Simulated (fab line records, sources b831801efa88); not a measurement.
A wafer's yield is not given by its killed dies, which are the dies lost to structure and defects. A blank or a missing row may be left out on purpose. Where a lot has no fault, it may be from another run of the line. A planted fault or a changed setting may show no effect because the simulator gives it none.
fab line records	flow sky130
record lots=6	wafers=18	last_day=49
route steps=708 shown VIA2@515 METAL3@532 CAPM@537 PAD_OPEN@708
lots untouched by any fault: they come from a run of this same line in which no faults occurred
start_h: hours from the record's first day to the start of the lot's first wafer shown	wait_h: how many hours have passed since the lot's step before this one	" the same as in the row above	L1.1+2: a single row standing in for several wafers	- either no value or no given start	* or withheld: withheld	< > ~ a bound
route shown NAME@n: a module of which the file shows steps, and the number in the route of the first	usual: mean and standard deviation over wafers with no fault	same: alike in all rows	chamber/n: place in a boat	sites: the reading at each site	_std_site: standard deviation across them	_edge_site: outer sites' mean less inner sites'	radius_mm: for every site, how far away it sits from the centre of the wafer	mask NAME#n: copy n	behind: tool/chamber where the wafer was last shaped	hold: what put the lot on hold/how long, in hours/how the hold closed	device: names the non-switching transistor (n, p or np)	end of line: tests of these same wafers at the route's end	a step with no rows: only its recipe	killed: count of dies lost to structure and defects at first sort (not the wafer's yield)	map: the dies of a wafer, with x for killed, . for not killed, _ for no die there
set.NAME: the setting that was run; set.NAME@STEP: the one run at that earlier step	model.NAME: the simulator's own value behind a step, which no gauge read
a table for each step, a row for each wafer; lots at some steps of the route
services: a tool's chamber out of use, with start hour (start_h, from the record's first day; less than 0 if before it), hours out, and reason
## steps
# step SKY_VIA2_SOFTBAKE_08
# recipe temp_c=100	time_s=90	resist=KrF-thick
# step SKY_VIA2_EXPOSE_09
# recipe mask_id=VIM2	na=0.8	source_shape=annular	sigma_inner=0.55	sigma_outer=0.85	target_cd_nm=200	dose_mj=38
# step SKY_VIA2_PEB_10
# recipe peb_temp_c=withheld	peb_time_s=withheld	resist=KrF-thick
# step SKY_VIA2_DEVELOP_11
# recipe develop_time_s=60	resist=KrF-thick	dev_temp_c=21
# step SKY_VIA2_CD_MEAS_12
# recipe target_cd_nm=200
# usual cd_nm=200.2/1.5
lot.wafer	tool	chamber	start_h	wait_h	cd_nm
L131.2	cd_sem-02	-	878.84	-	199.4
L131.4	"	-	"	"	200.5
L131.5	"	-	"	"	200.0
L134.1	cd_sem-01	-	899.77	-	202.9
L134.4	"	-	"	"	200.5
L134.5	"	-	"	"	202.5
L136.2	cd_sem-01	-	914.14	-	201.7
L136.3	"	-	"	"	200.8
L136.5	"	-	"	"	203.5
L140.3	cd_sem-01	-	942.31	-	200.2
L140.4	"	-	"	"	200.1
L140.5	"	-	"	"	199.1
L144.2	cd_sem-02	-	974.19	-	199.7
L144.3	"	-	"	"	197.9
L144.4	"	-	"	"	197.0
L147.1	cd_sem-01	-	993.22	-	199.8
L147.4	"	-	"	"	199.6
L147.6	"	-	"	"	201.0
# step SKY_VIA2_OVL_MEAS_13
# usual VIA2_OVL=4/6.4
lot.wafer	tool	chamber	start_h	wait_h	VIA2_OVL[nm]
L131.2	overlay-01	-	878.95	0.1	10
L131.4	"	-	"	"	14
L131.5	"	-	"	"	11
L134.1	overlay-01	-	899.89	0.1	8
L134.4	"	-	"	"	13
L134.5	"	-	"	"	2
L136.2	overlay-01	-	914.25	0.1	9
L136.3	"	-	"	"	19
L136.5	"	-	"	"	13
L140.3	overlay-01	-	942.41	0.1	0
L140.4	"	-	"	"	8
L140.5	"	-	"	"	-5
L144.2	overlay-02	-	974.30	0.1	0
L144.3	"	-	"	"	2
L144.4	"	-	"	"	9
L147.1	overlay-02	-	993.34	0.1	-3
L147.4	"	-	"	"	-9
L147.6	"	-	"	"	1
# step SKY_VIA2_ETCH_14
# recipe chemistry=N2/H2	target=BARC	ion_energy_ev=200	source_w=500	bias_w=100	pressure_mtorr=30	n2_flow_sccm=100	h2_flow_sccm=200	stop_on=SiO2	time_s=45.9	target_depth_a=600
# step SKY_VIA2_ETCH_15
# recipe target=SiO2	chemistry=C4F8/O2/Ar	target_depth_nm=546	stop_on=TiN	mask_material=KrF-thick	source_w=1500	bias_w=1200	pressure_mtorr=40	c4f8_flow_sccm=withheld	O2_flow_sccm=6	Ar_flow_sccm=300	time_s=84
# step SKY_VIA2_STRIP_16
# recipe chemistry=O2/N2	power_w=1400	pressure_mtorr=1500	platen_temp_c=withheld	o2_flow_sccm=3000	n2_flow_sccm=300	overash_fraction=0.5
# step SKY_VIA2_STRIP_17
# recipe chemistry=post_etch_residue_remover	time_s=1200	temp_c=72.5
# step SKY_VIA2_CLEAN_18
# recipe chemistry=IPA	time_s=180	temp_c=25
# step SKY_VIA2_CLEAN_19
# recipe chemistry=O3/DIW	dry=n2_spin
# step SKY_VIA2_SPUTTER_20
# recipe material=TiN	target_thk_nm=20	chamber_pressure_pa=5	power_w=4000	time_s=80
# usual cathode_dc_power_W=4000.0/0.75	throttle_valve_pct=30.5/0.8
# same time_s=80
lot.wafer	tool	chamber	start_h	wait_h	cathode_dc_power_W	throttle_valve_pct
L131.2	pvd_sputter-02	-	879.68	0.0	3999.7	30.1
L131.4	"	-	"	"	4000.2	31.4
L131.5	"	-	"	"	3999.3	30.5
L134.1	pvd_sputter-01	-	900.62	0.0	3998.7	28.4
L134.4	"	-	"	"	4000.3	31.3
L134.5	"	-	"	"	3998.0	32.0
L136.2	pvd_sputter-02	-	914.98	0.0	3999.9	30.5
L136.3	"	-	"	"	4000.9	29.8
L136.5	"	-	"	"	3999.5	30.3
L140.3	pvd_sputter-02	-	943.13	0.0	4000.6	29.9
L140.4	"	-	"	"	3999.7	29.8
L140.5	"	-	"	"	3999.3	30.6
L144.2	pvd_sputter-02	-	975.03	0.0	3998.7	29.8
L144.3	"	-	"	"	3999.8	30.6
L144.4	"	-	"	"	3999.6	31.4
L147.1	pvd_sputter-02	-	994.17	0.0	4000.3	31.7
L147.4	"	-	"	"	3999.7	30.5
L147.6	"	-	"	"	4000.2	30.9
# step SKY_VIA2_CVD_21
# recipe material=W	target_thk_nm=420	time_s=126.4	temp_c=398.8	pressure_torr=40
# usual chamber_pressure_Torr=39.99/0.093	heater_power_w=936/64
# same time_s=126.4
lot.wafer	tool	chamber	start_h	wait_h	chamber_pressure_Torr	heater_power_w
L131.2	cvd_w-02	0	879.74	0.0	39.88	1005
L131.4	"	0	"	"	39.87	1013
L131.5	"	1	"	"	40.07	868
L134.1	cvd_w-01	1	900.68	0.0	39.91	1012
L134.4	"	0	"	"	39.95	945
L134.5	"	0	"	"	40.04	975
L136.2	cvd_w-02	0	915.09	0.1	40.04	989
L136.3	"	1	"	"	40.01	847
L136.5	"	1	"	"	39.94	853
L140.3	cvd_w-01	1	943.23	0.1	39.98	916
L140.4	"	0	"	"	40.01	908
L140.5	"	1	"	"	40.02	916
L144.2	cvd_w-01	1	975.09	0.0	40.17	922
L144.3	"	0	"	"	39.99	884
L144.4	"	1	"	"	40.11	924
L147.1	cvd_w-02	1	994.23	0.0	40.02	828
L147.4	"	1	"	"	39.99	834
L147.6	"	1	"	"	40.02	838
# step SKY_VIA2_RS_MEAS_22
# recipe thk_meas_gauge=four-point-probe	reads=W_of_VIA2_CVD_21+TiN_of_VIA2_SPUTTER_20
# usual VIA2_W_RS=0.2785/0.0029
lot.wafer	tool	chamber	start_h	wait_h	VIA2_W_RS[ohm/sq]
L131.2	film_metro-03	-	879.89	0.1	0.2752
L131.4	"	-	"	"	0.2739
L131.5	"	-	"	"	0.2707
L134.1	film_metro-02	-	900.82	0.1	0.2811
L134.4	"	-	"	"	0.2810
L134.5	"	-	"	"	0.2815
L136.2	film_metro-01	-	915.24	0.1	0.2817
L136.3	"	-	"	"	0.2836
L136.5	"	-	"	"	0.2841
L140.3	film_metro-02	-	943.36	0.1	0.2761
L140.4	"	-	"	"	0.2751
L140.5	"	-	"	"	0.2767
L144.2	film_metro-01	-	975.24	0.1	0.2809
L144.3	"	-	"	"	0.2755
L144.4	"	-	"	"	0.2815
L147.1	film_metro-01	-	994.36	0.1	0.2831
L147.4	"	-	"	"	0.2809
L147.6	"	-	"	"	0.2775
# step SKY_VIA2_THK_MEAS_23
# recipe thk_meas_gauge=xrf	reads=W_of_VIA2_CVD_21
# usual VIA2_W_THK=421/6.8
lot.wafer	tool	chamber	start_h	wait_h	VIA2_W_THK[nm]
L131.2	film_metro-03	-	880.00	0.1	420
L131.4	"	-	"	"	422
L131.5	"	-	"	"	428
L134.1	film_metro-02	-	900.94	0.1	419
L134.4	"	-	"	"	423
L134.5	"	-	"	"	418
L136.2	film_metro-01	-	915.35	0.1	422
L136.3	"	-	"	"	419
L136.5	"	-	"	"	421
L140.3	film_metro-02	-	943.46	0.1	430
L140.4	"	-	"	"	432
L140.5	"	-	"	"	427
L144.2	film_metro-01	-	975.35	0.1	423
L144.3	"	-	"	"	430
L144.4	"	-	"	"	422
L147.1	film_metro-01	-	994.48	0.1	417
L147.4	"	-	"	"	421
L147.6	"	-	"	"	428
# step SKY_VIA2_CMP_24
# recipe stop_on=SiO2	t_overpolish_s=20	down_force_psi=3.5	platen_rpm=60	target_thk_nm=0	pad_velocity_m_s=0.94248
# step SKY_METAL3_SPUTTER_00
# recipe material=Ti	target_thk_nm=15	power_w=3000	time_s=10	chamber_pressure_pa=0.4
# step SKY_METAL3_SPUTTER_01
# recipe material=TiN	target_thk_nm=20	power_w=6500	time_s=16.7	chamber_pressure_pa=0.4
# usual cathode_dc_power_W=6500.0/1.2	throttle_valve_pct=30.5/1
# same time_s=16.7
lot.wafer	tool	chamber	start_h	wait_h	cathode_dc_power_W	throttle_valve_pct
L131.2	pvd_sputter-03	-	880.37	0.0	6499.9	31.2
L131.4	"	-	"	"	6498.4	30.1
L131.5	"	-	"	"	6498.7	29.5
L134.1	pvd_sputter-03	-	901.32	0.0	6497.8	29.5
L134.4	"	-	"	"	6498.0	30.1
L134.5	"	-	"	"	6499.8	30.3
L136.2	pvd_sputter-02	-	915.89	0.0	6500.5	30.2
L136.3	"	-	"	"	6501.8	31.7
L136.5	"	-	"	"	6500.1	31.4
L140.3	pvd_sputter-02	-	943.82	0.0	6500.9	29.9
L140.4	"	-	"	"	6500.6	31.8
L140.5	"	-	"	"	6499.2	30.0
L144.2	pvd_sputter-04	-	975.72	0.0	6500.1	32.4
L144.3	"	-	"	"	6500.6	29.9
L144.4	"	-	"	"	6500.4	31.2
L147.1	pvd_sputter-04	-	994.86	0.0	6500.7	29.7
L147.4	"	-	"	"	6500.9	31.3
L147.6	"	-	"	"	6501.8	31.0
# step SKY_METAL3_SPUTTER_02
# recipe material=AlCu	target_thk_nm=735	power_w=10600	time_s=39.1	chamber_pressure_pa=0.4
# usual cathode_dc_power_W=10600/2	throttle_valve_pct=30.5/1
# same time_s=39.1
lot.wafer	tool	chamber	start_h	wait_h	cathode_dc_power_W	throttle_valve_pct
L131.2	pvd_sputter-03	-	880.40	0.0	10597	31.2
L131.4	"	-	"	"	10602	30.1
L131.5	"	-	"	"	10599	29.7
L134.1	pvd_sputter-03	-	901.34	0.0	10600	29.7
L134.4	"	-	"	"	10596	30.0
L134.5	"	-	"	"	10605	30.1
L136.2	pvd_sputter-02	-	915.91	0.0	10598	30.4
L136.3	"	-	"	"	10601	31.8
L136.5	"	-	"	"	10600	31.6
L140.3	pvd_sputter-02	-	943.85	0.0	10600	30.1
L140.4	"	-	"	"	10604	31.7
L140.5	"	-	"	"	10600	29.8
L144.2	pvd_sputter-04	-	975.75	0.0	10602	32.4
L144.3	"	-	"	"	10597	29.8
L144.4	"	-	"	"	10599	31.0
L147.1	pvd_sputter-04	-	994.89	0.0	10602	29.7
L147.4	"	-	"	"	10598	31.1
L147.6	"	-	"	"	10600	31.1
# step SKY_METAL3_SPUTTER_03
# recipe material=Ti	target_thk_nm=5	power_w=3000	time_s=3.3	chamber_pressure_pa=0.4
# usual cathode_dc_power_W=2999.9/0.53	throttle_valve_pct=30.5/1
# same time_s=3.3
lot.wafer	tool	chamber	start_h	wait_h	cathode_dc_power_W	throttle_valve_pct
L131.2	pvd_sputter-03	-	880.44	0.0	3000.9	30.9
L131.4	"	-	"	"	3000.9	30.2
L131.5	"	-	"	"	2999.8	29.6
L134.1	pvd_sputter-03	-	901.38	0.0	2999.1	29.6
L134.4	"	-	"	"	3000.4	29.9
L134.5	"	-	"	"	2998.9	30.5
L136.2	pvd_sputter-02	-	915.95	0.0	3000.0	30.2
L136.3	"	-	"	"	2999.9	31.4
L136.5	"	-	"	"	2999.5	31.6
L140.3	pvd_sputter-02	-	943.89	0.0	3000.1	29.8
L140.4	"	-	"	"	3000.2	31.6
L140.5	"	-	"	"	2999.0	30.0
L144.2	pvd_sputter-04	-	975.79	0.0	2999.4	32.4
L144.3	"	-	"	"	2999.2	29.7
L144.4	"	-	"	"	2999.9	31.1
L147.1	pvd_sputter-04	-	994.93	0.0	2999.4	29.6
L147.4	"	-	"	"	2999.6	31.2
L147.6	"	-	"	"	2999.9	31.0
# step SKY_METAL3_SPUTTER_04
# recipe material=TiN	target_thk_nm=70	power_w=6577	time_s=58.3	chamber_pressure_pa=0.4
# step SKY_CAPM_CVD_00
# recipe material=SiO2	target_thk_nm=15.5	temp_c=400	time_s=withheld	rf_w=450
# step SKY_CAPM_THK_MEAS_01
# recipe reads=SiO2_of_CAPM_CVD_00
# usual CAPM_CVD_00_THK=15.53/0.2
lot.wafer	tool	chamber	start_h	wait_h	CAPM_CVD_00_THK[nm]
L131.2	film_metro-02	-	880.53	-	15.53
L131.4	"	-	"	"	15.57
L131.5	"	-	"	"	15.58
L134.1	film_metro-02	-	901.47	-	15.51
L134.4	"	-	"	"	15.90
L134.5	"	-	"	"	15.78
L136.2	film_metro-03	-	916.05	-	15.38
L136.3	"	-	"	"	15.30
L136.5	"	-	"	"	15.68
L140.3	film_metro-04	-	943.99	-	15.31
L140.4	"	-	"	"	15.56
L140.5	"	-	"	"	15.48
L144.2	film_metro-02	-	975.89	-	15.24
L144.3	"	-	"	"	15.11
L144.4	"	-	"	"	15.55
L147.1	film_metro-04	-	995.02	-	15.53
L147.4	"	-	"	"	15.78
L147.6	"	-	"	"	15.57
# step SKY_CAPM_SPUTTER_02
# recipe material=TiN	target_thk_nm=200	temp_c=300	power_w=6500	time_s=166.7	chamber_pressure_pa=0.4
# step SKY_CAPM_RS_MEAS_03
# recipe thk_meas_gauge=four-point-probe	reads=TiN_of_CAPM_SPUTTER_02
# usual CAPM_TIN_RS=6.86/0.071
lot.wafer	tool	chamber	start_h	wait_h	CAPM_TIN_RS[ohm/sq]
L131.2	film_metro-04	-	880.71	0.1	6.82
L131.4	"	-	"	"	6.91
L131.5	"	-	"	"	6.81
L134.1	film_metro-03	-	901.64	0.1	6.84
L134.4	"	-	"	"	6.79
L134.5	"	-	"	"	6.82
L136.2	film_metro-02	-	916.23	0.1	6.88
L136.3	"	-	"	"	6.79
L136.5	"	-	"	"	6.88
L140.3	film_metro-04	-	944.18	0.1	7.00
L140.4	"	-	"	"	6.78
L140.5	"	-	"	"	6.89
L144.2	film_metro-02	-	976.06	0.1	6.75
L144.3	"	-	"	"	6.77
L144.4	"	-	"	"	6.77
L147.1	film_metro-04	-	995.19	0.1	6.86
L147.4	"	-	"	"	6.90
L147.6	"	-	"	"	6.85
# step SKY_CAPM_THK_MEAS_04
# recipe thk_meas_gauge=xrf	reads=TiN_of_CAPM_SPUTTER_02
# usual CAPM_TIN_THK=203.3/2.3
lot.wafer	tool	chamber	start_h	wait_h	CAPM_TIN_THK[nm]
L131.2	film_metro-04	-	880.82	0.1	205.6
L131.4	"	-	"	"	202.8
L131.5	"	-	"	"	205.5
L134.1	film_metro-03	-	901.76	0.1	204.7
L134.4	"	-	"	"	205.6
L134.5	"	-	"	"	204.6
L136.2	film_metro-02	-	916.34	0.1	201.2
L136.3	"	-	"	"	204.0
L136.5	"	-	"	"	201.3
L140.3	film_metro-04	-	944.28	0.1	200.5
L140.4	"	-	"	"	206.7
L140.5	"	-	"	"	203.5
L144.2	film_metro-02	-	976.17	0.1	205.3
L144.3	"	-	"	"	203.7
L144.4	"	-	"	"	204.2
L147.1	film_metro-04	-	995.31	0.1	204.0
L147.4	"	-	"	"	202.8
L147.6	"	-	"	"	204.8
# step SKY_CAPM_DEHYDRATE_05
# recipe temp_c=200	time_s=60
# step SKY_CAPM_HMDS_06
# recipe prime_time_s=60	prime_temp_c=120
# step SKY_CAPM_COAT_07
# recipe resist=NOVOLAK	spin_rpm=3000	resist_thk_nm=1140
# step SKY_CAPM_SOFTBAKE_08
# recipe temp_c=90	time_s=60	resist=NOVOLAK
# step SKY_CAPM_EXPOSE_09
# recipe mask_id=CAPM	na=0.6	source_shape=conventional	sigma_outer=0.6	polarization=unpolarized	target_cd_nm=1000	dose_mj=159
# step SKY_CAPM_PEB_10
# recipe temp_c=withheld	time_s=*	resist=NOVOLAK
# step SKY_CAPM_DEVELOP_11
# recipe resist=NOVOLAK	developer=TMAH	develop_time_s=60	dev_temp_c=23
# step SKY_CAPM_OVL_MEAS_12
# usual CAPM_OVL=-1.2/1.4
lot.wafer	tool	chamber	start_h	wait_h	CAPM_OVL[nm]
L131.2	overlay-02	-	905.74	0.1	-1.4
L131.4	"	-	"	"	-1.6
L131.5	"	-	"	"	-1.4
L134.1	overlay-01	-	926.20	0.1	-0.1
L134.4	"	-	"	"	-2.6
L134.5	"	-	"	"	-0.4
L136.2	overlay-02	-	940.59	0.1	-2.9
L136.3	"	-	"	"	-0.7
L136.5	"	-	"	"	-2.1
L140.3	overlay-01	-	968.12	0.1	0.2
L140.4	"	-	"	"	-0.5
L140.5	"	-	"	"	0.5
L144.2	overlay-02	-	998.92	0.1	-1.3
L144.3	"	-	"	"	-1.1
L144.4	"	-	"	"	-1.1
L147.1	overlay-02	-	1018.40	0.1	-1.1
L147.4	"	-	"	"	-2.1
L147.6	"	-	"	"	-1.9
# step SKY_CAPM_METAL_ETCH_13
# recipe target_depth_nm=220	stop_on=SiO2	chemistry=Cl2/BCl3	target=TiN	pressure_mtorr=10	icp_w=900	bias_w=48.5	Cl2_flow_sccm=60	bcl3_flow_sccm=30	time_s=62.9
# usual drypump_motor_current_A=5.9/0.41	oes_product_au=0.946/0.007	throttle_valve_pct=21.898/0.0097
# same time_s=62.9
lot.wafer	tool	chamber	start_h	wait_h	drypump_motor_current_A	oes_product_au	rf_hours_counter_h	throttle_valve_pct
L131.2	rie_metal-04	0	905.77	0.0	5.5	0.953	7	21.904
L131.4	"	1	"	"	6.5	0.937	-	21.921
L131.5	"	0	"	"	5.5	0.947	-	21.897
L134.1	rie_metal-03	0	926.24	0.0	6.4	0.953	16	21.897
L134.4	"	0	"	"	6.4	0.950	-	21.888
L134.5	"	0	"	"	6.3	0.940	-	21.912
L136.2	rie_metal-04	1	940.62	0.0	6.5	0.943	3	21.908
L136.3	"	0	"	"	5.5	0.945	-	21.877
L136.5	"	1	"	"	6.5	0.942	-	21.909
L140.3	rie_metal-01	0	968.17	0.0	5.7	0.935	-	21.896
L140.4	"	1	"	"	5.4	0.948	-	21.889
L140.5	"	1	"	"	5.4	0.945	-	21.905
L144.2	rie_metal-03	1	998.95	0.0	5.8	0.950	4	21.893
L144.3	"	1	"	"	5.8	0.951	-	21.899
L144.4	"	0	"	"	6.4	0.948	-	21.898
L147.1	rie_metal-04	1	1018.44	0.0	6.5	0.947	7	21.893
L147.4	"	1	"	"	6.5	0.939	-	21.890
L147.6	"	0	"	"	5.5	0.944	-	21.897
# step SKY_CAPM_STRIP_14
# recipe chemistry=O2/N2	power_w=1400	pressure_mtorr=1500	platen_temp_c=withheld	o2_flow_sccm=3000	n2_flow_sccm=300	overash_fraction=0.5
# step SKY_CAPM_STRIP_15
# recipe chemistry=post_etch_residue_remover	time_s=1200	temp_c=72.5
# step SKY_CAPM_CLEAN_16
# recipe chemistry=IPA	time_s=180	temp_c=25
# step SKY_CAPM_CLEAN_17
# recipe chemistry=O3/DIW	dry=n2_spin
# step SKY_METAL3_DEHYDRATE_05
# recipe temp_c=200	time_s=60
# step SKY_METAL3_HMDS_06
# recipe prime_time_s=60	prime_temp_c=120
# step SKY_PAD_OPEN_PROBE_99
# usual defect_limited_yield=82.8/1.8	killed_at_M0_to_M3=43/6.3	killed_at_M4_up=3.1/1.9	killed_at_contacts=24/5.1	killed_at_front_end=14/4.3	killed_at_other=0.3/0.53	killed_dies=85/8.8	killed_open=46/7.1	killed_short=38/5.9	sort_bin_3_pad_short=0.8/0.41	sort_bin_5_function=10.4/1.5	sort_bin_6_memory=6.1/1.1	sort_n_pass=407/8.8	sort_yield_pct=82.8/1.8
# same gross_dies=492	killed_at_back_side=0	sort_bin_4_leakage[%]=0	sort_bin_8_speed[%]=0
lot.wafer	tool	chamber	start_h	wait_h	defect_limited_yield[%]	killed_at_M0_to_M3	killed_at_M4_up	killed_at_contacts	killed_at_front_end	killed_at_other	killed_dies	killed_open	killed_short	sort_bin_3_pad_short[%]	sort_bin_5_function[%]	sort_bin_6_memory[%]	sort_n_pass	sort_yield_pct[%]	model.etest.tester.sort_n_pass	model.etest.tester.sort_yield_pct	model.etest.tester.sort_bin_5_pct	model.etest.tester.sort_bin_3_pct
L131.2	prober-01	-	1100.73	0.1	80.3	49	8	25	13	2	97	59	38	2.0	11.0	6.7	395	80.3	395	80.28	10.98	2.033
L131.4	prober-01	-	1100.83	0.2	80.3	52	3	30	12	0	97	54	43	0	10.8	8.9	395	80.3	395	80.28	10.77	0
L131.5	prober-01	-	1100.88	0.2	80.5	57	4	25	10	0	96	56	40	0.6	11.2	7.7	396	80.5	396	80.49	11.18	0.6098
L144.2	prober-02	-	1172.60	0.1	70.9	97	1	27	17	1	143	38	46	3.9	19.7	5.5	349	70.9	349	70.94	19.72	3.862
L144.3	prober-02	-	1172.65	0.2	72.2	93	4	25	15	0	137	50	30	2.6	14.2	11.0	355	72.2	355	72.15	14.23	2.642
L144.4	prober-02	-	1172.70	0.2	71.7	100	1	25	13	0	139	45	36	4.7	17.1	6.5	353	71.7	353	71.75	17.07	4.675
L147.1	prober-01	-	1186.40	0.1	72.6	87	5	26	17	0	135	42	35	3.5	17.5	6.5	357	72.6	357	72.56	17.48	3.455
L147.4	prober-01	-	1186.55	0.2	79.5	48	1	35	17	0	101	52	32	1.0	11.0	8.5	391	79.5	391	79.47	10.98	1.016
L147.6	prober-01	-	1186.65	0.2	82.9	46	2	20	16	0	84	38	33	2.6	8.7	5.7	408	82.9	408	82.93	8.74	2.642
# killed by level:class
L131.2 CONTACT:geometric_particle:open=13 VIA2:geometric_particle:open=11 VIA1:geometric_particle:open=9 LI_CONTACT:geometric_particle:open=8 VIA1:geometric_particle:short=6 METAL4:geometric_particle:short=5 METAL2:geometric_particle:short=5 FIELD_ISO:geometric_particle:short=4
L131.4 VIA3:geometric_particle:open=14 CONTACT:geometric_particle:open=9 LOCAL_INTERCONNECT:geometric_particle:short=8 METAL1:geometric_particle:short=8 VIA1:geometric_particle:open=7 VIA2:geometric_particle:open=7 LI_CONTACT:geometric_particle:open=6 METAL2:geometric_particle:short=5
L131.5 VIA1:geometric_particle:open=14 CONTACT:geometric_particle:open=12 VIA3:geometric_particle:open=10 VIA2:geometric_particle:open=7 METAL1:geometric_particle:short=7 VIA1:geometric_particle:short=7 LOCAL_INTERCONNECT:geometric_particle:short=5 METAL2:geometric_particle:short=5
L144.2 VIA2:unspecified=59 VIA1:geometric_particle:open=12 METAL1:geometric_particle:short=9 CONTACT:geometric_particle:open=9 FIELD_ISO:geometric_particle:short=7 LI_CONTACT:geometric_particle:open=5 LOCAL_INTERCONNECT:geometric_particle:short=5 CONTACT:geometric_particle:short=5
L144.3 VIA2:unspecified=57 LI_CONTACT:geometric_particle:open=9 VIA3:geometric_particle:open=9 CONTACT:geometric_particle:open=8 VIA1:geometric_particle:open=8 FIELD_ISO:geometric_particle:short=5 VIA1:geometric_particle:short=5 FIELD_ISO:geometric_particle:open=4
L144.4 VIA2:unspecified=58 VIA1:geometric_particle:open=10 VIA2:geometric_particle:open=9 LI_CONTACT:geometric_particle:open=7 CONTACT:geometric_particle:short=6 VIA3:geometric_particle:open=6 CONTACT:geometric_particle:open=5 LOCAL_INTERCONNECT:geometric_particle:short=4
L147.1 VIA2:unspecified=58 CONTACT:geometric_particle:open=10 VIA1:geometric_particle:open=7 FIELD_ISO:geometric_particle:short=6 CONTACT:geometric_particle:short=6 FIELD_ISO:geometric_particle:open=5 VIA3:geometric_particle:open=5 METAL2:geometric_particle:short=4
L147.4 VIA2:unspecified=16 CONTACT:geometric_particle:open=12 CONTACT:geometric_particle:short=8 VIA1:geometric_particle:open=8 POLY_GATE:geometric_particle:open=7 FIELD_ISO:geometric_particle:open=6 LI_CONTACT:geometric_particle:short=5 LI_CONTACT:geometric_particle:open=4
L147.6 VIA2:unspecified=13 CONTACT:geometric_particle:open=6 VIA1:geometric_particle:open=6 VIA3:geometric_particle:open=5 FIELD_ISO:geometric_particle:open=4 POLY_GATE:geometric_particle:open=4 POLY_GATE:geometric_particle:short=4 LI_CONTACT:geometric_particle:open=4
# map L144.2 (x killed, . not)
__________x..x....xx_________
________......x......._______
______xx.......x........_____
_____......x......xx...x.____
____..x..x.........x.xxx..___
___xx...x........xx........__
__...x......xx.x..x........._
_.x.x................xx..x...
_......x.....................
_...xx.x......x...x.....xx...
_x.........x......xx........x
_.x.....................x....
_..xx..x..x...xxxx....x.x....
_.......x.x...xxx.x..x.....x.
_.........x...xxxxxx.........
__.x....xx.xxxxxxx.......x.._
___..x....xxxxxxxx.........__
____.......xxxxxxxxxx..x..___
_____.x...xxxxxxxxx.xxx..____
______x...xxxxxxxxxx.xx._____
________.x..xxxxxxx..._______
__________...xxxxx.._________
# map L147.1 (x killed, . not)
__________x........._________
________...........x.._______
______x........x.....x.._____
_____..........x..x..x...____
____..x.....x...........x.___
___x.....x.................__
__......xx..x......x....x..x_
_.....xxx.x....x..x..x..x....
_.....xxxx.xx.x....xx.x......
_x..xxxxxxxxxxxx.x...xx.x....
_...xxxxxxxxxx.x.....x.......
_..x.xxxxxxxxx....xx.........
_...xxxxxxxxxx........x....x.
_x..x.xxxxxxx.x.x.x..........
_.....xxxx...................
__.............xx.xx...xxx.._
___...x..x..x....x.........__
____...x.x.xx.x....x....x.___
_____.................x..____
______x..........x..x.x._____
________........x....x_______
__________.xxx.....x_________
## services
tool	chamber	start_h	hours	kind
cvd_w-01	-	862.91	0.5	repair
rie_metal-01	-	866.07	0.2	repair
pvd_sputter-03	-	891.88	2.8	repair
cvd_w-01	-	904.00	14.0	pm
cvd_w-01	0	904.00	14.0	vent_cycle
cvd_w-01	1	904.00	14.0	vent_cycle
rie_metal-03	1	916.21	-	clean
rie_metal-03	1	916.21	21.6	scheduled_down
rie_metal-03	1	916.21	21.6	vent_cycle
cvd_w-01	0	918.00	-	clean
cvd_w-01	1	918.00	-	clean
rie_metal-03	-	945.81	0.8	repair
cvd_w-02	1	954.55	9.0	repair
rie_metal-03	0	964.17	-	clean
pvd_sputter-03	3	974.16	-	consumable_replace:kit
pvd_sputter-03	3	974.16	18.0	scheduled_down
pvd_sputter-03	3	974.16	18.0	vent_cycle
cvd_w-01	-	988.35	0.6	repair
rie_metal-04	-	992.34	14.6	pm
pvd_sputter-04	1	1010.25	-	consumable_replace:kit
pvd_sputter-04	1	1010.25	18.0	scheduled_down
pvd_sputter-04	1	1010.25	18.0	vent_cycle
rie_metal-01	1	1014.26	18.6	repair
pvd_sputter-03	-	1016.42	6.8	repair
## key
first_sign step=SKY_PAD_OPEN_PROBE_99	reading=killed_at_M0_to_M3	direction=up	sigmas=5.6	usual=43	struck=78
effect step=SKY_PAD_OPEN_PROBE_99	reading=sort_bin_3_pad_short	direction=up	sigmas=5.6	usual=0.8	struck=3.0	wafers_moved=5
model_effect step=SKY_PAD_OPEN_PROBE_99	value=etest.tester.sort_n_pass	without=406	struck=368.8
met_at SKY_VIA2_SPUTTER_20
struck_wafers L144.2,L144.3,L144.4,L147.1,L147.4,L147.6
onset_between 943.13 975.03
also_fits time
fault kind=chamber_particle_source	tool=pvd_sputter-02	chamber=-	onset_h=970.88	steps=SKY_VIA2_SPUTTER_20	rate_per_visit_cm2=1.1837	end_h=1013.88
